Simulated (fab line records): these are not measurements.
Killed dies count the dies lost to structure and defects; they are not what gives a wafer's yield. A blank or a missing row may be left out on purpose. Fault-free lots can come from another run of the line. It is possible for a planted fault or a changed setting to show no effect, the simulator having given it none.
Chamber matching / flow sky130 / SKY_VIA2_CMP_24 on cmp-01 has 4 sister chambers
The step polishes, stops on SiO2, t overpolish 20 s, target thk 0 nm. 14 wafers are shown with their chamber, then 7 later ones without.

== EACH WAFER AND ITS CHAMBER ==
wafer=L927.4; chamber=0; motorCurrentA (A)=10.4; overpolishRunS (s)=19.990; timeToEndpointS (s)=101
wafer=L927.5; chamber=0; motorCurrentA (A)=10.8; overpolishRunS (s)=19.997; timeToEndpointS (s)=97
wafer=L927.6; chamber=3; motorCurrentA (A)=10.2; overpolishRunS (s)=20.003; timeToEndpointS (s)=98
wafer=L928.1; chamber=1; motorCurrentA (A)=11.2; overpolishRunS (s)=19.993; timeToEndpointS (s)=107
wafer=L928.4; chamber=2; motorCurrentA (A)=12.4; overpolishRunS (s)=19.991; timeToEndpointS (s)=107
wafer=L928.5; chamber=2; motorCurrentA (A)=11.7; overpolishRunS (s)=19.986; timeToEndpointS (s)=102
wafer=L932.1; chamber=3; motorCurrentA (A)=9.6; overpolishRunS (s)=19.992; timeToEndpointS (s)=100
wafer=L932.2; chamber=2; motorCurrentA (A)=12.0; overpolishRunS (s)=19.998; timeToEndpointS (s)=100
wafer=L932.5; chamber=3; motorCurrentA (A)=9.9; overpolishRunS (s)=19.997; timeToEndpointS (s)=101
wafer=L933.1; chamber=1; motorCurrentA (A)=11.6; overpolishRunS (s)=20.011; timeToEndpointS (s)=103
wafer=L933.2; chamber=0; motorCurrentA (A)=10.9; overpolishRunS (s)=19.993; timeToEndpointS (s)=99
wafer=L933.3; chamber=2; motorCurrentA (A)=12.1; overpolishRunS (s)=20.006; timeToEndpointS (s)=101
wafer=L934.2; chamber=0; motorCurrentA (A)=11.2; overpolishRunS (s)=19.993; timeToEndpointS (s)=103
wafer=L934.4; chamber=1; motorCurrentA (A)=10.9; overpolishRunS (s)=20.007; timeToEndpointS (s)=99

SIGNATURES (averages over the wafers above)
reading=motorCurrentA; chamber 0=10.825; chamber 1=11.233; chamber 2=12.050; chamber 3=9.900; scatter within a chamber=0.317
reading=overpolishRunS; chamber 0=19.99325; chamber 1=20.00367; chamber 2=19.99525; chamber 3=19.99733; scatter within a chamber=0.00701
reading=timeToEndpointS; chamber 0=100.00; chamber 1=103.00; chamber 2=102.50; chamber 3=99.67; scatter within a chamber=2.93
Rule: distance of a wafer from a chamber = root of the sum over the readings of ((wafer's reading minus chamber's mean) / reading's scatter) squared. The wafer belongs to the nearest chamber; if the next one is less than 2 further off, it can't be placed. How the scatter is found: for the shown wafers, subtract from each reading the mean of its chamber, square and add these, divide the total by (wafers less chambers), then take the root.

== WAFERS WITHOUT THEIR CHAMBER ==
wafer=L934.6; motorCurrentA (A)=11.8; overpolishRunS (s)=20.004; timeToEndpointS (s)=103
wafer=L940.3; motorCurrentA (A)=10.7; overpolishRunS (s)=20.004; timeToEndpointS (s)=96
wafer=L940.4; motorCurrentA (A)=12.3; overpolishRunS (s)=19.998; timeToEndpointS (s)=98
wafer=L940.5; motorCurrentA (A)=12.0; overpolishRunS (s)=19.999; timeToEndpointS (s)=98
wafer=L942.4; motorCurrentA (A)=11.0; overpolishRunS (s)=19.990; timeToEndpointS (s)=104
wafer=L942.5; motorCurrentA (A)=9.9; overpolishRunS (s)=19.997; timeToEndpointS (s)=100
wafer=L942.6; motorCurrentA (A)=11.1; overpolishRunS (s)=20.011; timeToEndpointS (s)=103

== EACH ONE'S CHAMBER ==
wafer=L934.6; from the rows above=can't be placed: 2 or 1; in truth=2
wafer=L940.3; from the rows above=can't be placed: 0 or 1 or 3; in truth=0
wafer=L940.4; from the rows above=2; in truth=2
wafer=L940.5; from the rows above=can't be placed: 2 or 1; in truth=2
wafer=L942.4; from the rows above=can't be placed: 0 or 1 or 2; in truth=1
wafer=L942.5; from the rows above=3; in truth=3
wafer=L942.6; from the rows above=can't be placed: 1 or 0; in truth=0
Placed correctly: 2 of 7. From these rows, 5 cannot be placed; in 5 the true chamber is one of the candidates. Wrongly placed: 0.
